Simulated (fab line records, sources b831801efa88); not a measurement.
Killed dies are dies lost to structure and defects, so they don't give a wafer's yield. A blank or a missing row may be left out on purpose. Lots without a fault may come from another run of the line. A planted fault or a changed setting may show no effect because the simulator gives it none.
Which tool did it? | flow gf180mcu | 6 lots, 17 wafers sampled, at 2 steps of a route of 602

WHAT THE GAUGES READ, wafer by wafer
GF_HV_LDD_CD_MEAS_07: target cd 400 nm.
lot  | measured     | on        | cd_nm (nm)
L227 | day 10 12:10 | cd_sem-01 | 402.0 400.8 399.8
L230 | day 11 10:02 | cd_sem-02 | 404.9 405.0 402.6
L232 | day 12 09:59 | cd_sem-02 | 401.4 399.3 402.5
L235 | day 13 11:00 | cd_sem-01 | 426.3 397.5
L240 | day 15 00:20 | cd_sem-02 | 398.4 401.3 401.4
L245 | day 16 01:14 | cd_sem-01 | 396.6 398.6 397.1

WHICH TOOL RAN EACH LOT (tool, then ch and the chambers of the sampled wafers, then the start)
lot  | GF_HV_LDD_COAT_02
L227 | litho_track-01 ch 0, day 10 02:59
L230 | litho_track-02 ch 0, day 11 00:22
L232 | litho_track-01 ch 0, day 11 23:44
L235 | litho_track-01 ch 0, day 13 00:53
L240 | litho_track-03 ch 0, day 14 14:02
L245 | litho_track-03 ch 0, day 15 13:43
- GF_HV_LDD_COAT_02: resist thk 1000 nm.

THE ANSWER, worked out from the rows above alone
Rule: what is usual is taken from the lots themselves. Put in order of their means at a reading, lots are off if they are a third of the lots or fewer, leave a main group of 4 or more, and stand apart from it by a gap of 3 or more times the standard deviation of the main group's means; of several such gaps the widest counts. A main group whose means are all the same, to the digits that the tables above print for the reading, isn't used. A lot without any number at a reading at which 4 lots or more have one is off too. The other lots that the step has rows for count as sound.
Off: L235, at GF_HV_LDD_CD_MEAS_07 (cd_nm). The main group: mean 400.8 nm, standard deviation 2.1.
A tool fits if, at a process step before that reading, it ran every lot that is off, and no sound lot after the first of them. The gauges at GF_HV_LDD_CD_MEAS_07 are tried like those tools. One fits: litho_track-01 at GF_HV_LDD_COAT_02. Its last sound lot is L232 (day 11 23:44), its first lot that is off L235 (day 13 00:53): a fault that began between those two fits.

WHAT THE SIMULATOR HAD PUT IN
Process parameter drift: litho_track-01, from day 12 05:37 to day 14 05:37, at GF_HV_LDD_COAT_02. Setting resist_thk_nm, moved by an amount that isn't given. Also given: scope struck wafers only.
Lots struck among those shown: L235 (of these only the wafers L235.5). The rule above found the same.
